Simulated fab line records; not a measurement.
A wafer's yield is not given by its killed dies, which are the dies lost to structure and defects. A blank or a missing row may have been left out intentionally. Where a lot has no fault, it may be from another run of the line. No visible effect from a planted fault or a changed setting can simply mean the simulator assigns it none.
Chamber matching :: flow gf180mcu :: GF_V3_CVD_02 on pecvd-02: 3 sister chambers
The step deposits SiO2 from TEOS, target thk 850 nm, time 94.851 s. 6 wafers are shown with their chamber, then 9 later ones without.

WAFERS PAIRED WITH THEIR CHAMBERS
wafer: L082.2
chamber: 0
heaterPowerW (W): 622
rfFwdPowerW (W): 593.2

wafer: L085.2
chamber: 2
heaterPowerW (W): 902
rfFwdPowerW (W): 594.9

wafer: L085.6
chamber: 1
heaterPowerW (W): 683
rfFwdPowerW (W): 595.6

wafer: L087.1
chamber: 1
heaterPowerW (W): 661
rfFwdPowerW (W): 596.7

wafer: L087.4
chamber: 2
heaterPowerW (W): 954
rfFwdPowerW (W): 592.8

wafer: L087.6
chamber: 0
heaterPowerW (W): 651
rfFwdPowerW (W): 592.0

WAFERS WHOSE CHAMBER IS MISSING
wafer: L092.1
heaterPowerW (W): 631
rfFwdPowerW (W): 592.6

wafer: L092.2
heaterPowerW (W): 692
rfFwdPowerW (W): 596.8

wafer: L092.5
heaterPowerW (W): 544
rfFwdPowerW (W): 594.9

wafer: L093.2
heaterPowerW (W): 609
rfFwdPowerW (W): 592.5

wafer: L093.4
heaterPowerW (W): 625
rfFwdPowerW (W): 592.6

wafer: L093.6
heaterPowerW (W): 970
rfFwdPowerW (W): 592.6

wafer: L097.1
heaterPowerW (W): 672
rfFwdPowerW (W): 595.4

wafer: L097.2
heaterPowerW (W): 896
rfFwdPowerW (W): 596.8

wafer: L097.4
heaterPowerW (W): 664
rfFwdPowerW (W): 597.9

WHICH CHAMBER EACH WENT THROUGH
wafer: L092.1
from the rows above: 0
in truth: 0

wafer: L092.2
from the rows above: 1
in truth: 1

wafer: L092.5
from the rows above: can't be placed: 0 or 1
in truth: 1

wafer: L093.2
from the rows above: 0
in truth: 0

wafer: L093.4
from the rows above: 0
in truth: 0

wafer: L093.6
from the rows above: 2
in truth: 2

wafer: L097.1
from the rows above: 1
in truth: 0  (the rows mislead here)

wafer: L097.2
from the rows above: 2
in truth: 2

wafer: L097.4
from the rows above: 1
in truth: 1
7 of 9 placed correctly. Unplaceable from these rows: 1, with the true chamber sitting among the candidates in 1. 1 placed wrongly.
How it was worked out, from the rows above alone: a wafer's distance from a chamber is the root of the sum, over the readings, of the square of ((its reading less the chamber's mean) divided by the reading's scatter). The wafer belongs to the nearest chamber; if the next one is less than 2 further off, it can't be placed. For every chamber, the mean is computed from those of its wafers that are shown. The scatter: take each reading less its chamber's mean, square it, sum over the shown wafers, divide by the number of wafers less the number of chambers, and take the root.
